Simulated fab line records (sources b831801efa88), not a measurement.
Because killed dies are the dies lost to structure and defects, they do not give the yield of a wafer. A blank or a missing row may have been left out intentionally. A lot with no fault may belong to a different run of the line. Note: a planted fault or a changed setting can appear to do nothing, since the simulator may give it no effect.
A lot that was struck, set against a sound lot -- flow sky130 -- 15 steps out of a route of 708
Sound: wafers L760.1, L760.3, L760.5. The struck wafers were L746.2, L746.5, L746.6. At the end, the cause is stated.
Each step with rows lists, per side, the tool, then ch with its chambers, then its first start. Under that, the readings that differ: sound wafers -- struck wafers -- difference of the means -- sigmas: that difference in standard deviations of wafers without a fault.
alike: readings whose means differ by less than 2 such deviations, and words and numbers that are the same on both sides. not compared: withheld readings, readings that some wafer has no value for, bounds like >300 that may hide the same value, and numbers for which the record gives no deviation and whose values overlap.
A row with sigmas, a row that says differs or no value, or rows on one side alone: a step with any of these is where the two part. Numbers that have no deviation but don't overlap get no sigmas and don't part them. A reading missing from all wafers of one side parts the sides only when that side holds two or more wafers.

SKY_VIA2_BOW_MEAS_03:
  sound on film metro-02 at day 41 18:10; struck on film metro-02 at day 37 22:38
  alike: VIA2_BOW
then, 8 steps without rows for these wafers: SKY_VIA2_DEHYDRATE_04 (time 60 s); SKY_VIA2_HMDS_05 (prime time 60 s); SKY_VIA2_COAT_06 (resist thk 60 nm); SKY_VIA2_COAT_07 (resist thk 450 nm); SKY_VIA2_SOFTBAKE_08 (time 90 s); SKY_VIA2_EXPOSE_09 (exposes mask VIM2, target cd 200 nm); SKY_VIA2_PEB_10; SKY_VIA2_DEVELOP_11 (develop time 60 s).
SKY_VIA2_CD_MEAS_12: target cd 200 nm.
  sound on cd sem-02 at day 42 17:32; struck on cd sem-01 at day 38 23:42
  alike: cd nm
SKY_VIA2_OVL_MEAS_13:
  sound on overlay-01 at day 42 17:39; struck on overlay-01 at day 38 23:49
  alike: VIA2_OVL
SKY_VIA2_ETCH_14: etches BARC in N2/H2, stops on SiO2, time 45.9 s, target depth 60 nm.
  sound on rie diel-03 ch 1,3, day 42 17:41; struck on rie diel-04 ch 1,2, day 38 23:50
  alike: bias w, drypump motor current A, oes product au, throttle valve pct
  not compared: rf hours counter h
SKY_VIA2_ETCH_15: etches SiO2 in C4F8/O2/Ar, stops on TiN, target depth 546 nm, time 84 s.
  sound on rie diel-03 ch 1,3, day 42 17:44; struck on rie diel-04 ch 1,2, day 38 23:53
reading,sound,struck,difference,sigmas
bias w (W),1205 1200 1200,1250 1248 1244,+46,+14
  alike: oes product au
  not compared: rf hours counter h
SKY_VIA2_STRIP_16: strips in O2/N2.
  sound on plasma asher-04 ch 0,1, day 42 17:47; struck on plasma asher-04 ch 0,1, day 38 23:56
  alike: drypump motor current A, oes product au, strip time to endpoint s
  not compared: rf hours counter h
SKY_PAD_OPEN_PROBE_99:
  sound wafers here have rows in the record (prober-02, day 50 15:06); struck ones have none

## WHERE THEY PART
First at SKY_VIA2_ETCH_15; last, within this record, at SKY_PAD_OPEN_PROBE_99.

WHY: what the simulator had put in
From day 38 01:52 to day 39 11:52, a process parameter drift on rie diel-04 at SKY_VIA2_ETCH_15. The setting bias w was moved by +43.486, starting from 1200. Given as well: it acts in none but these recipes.
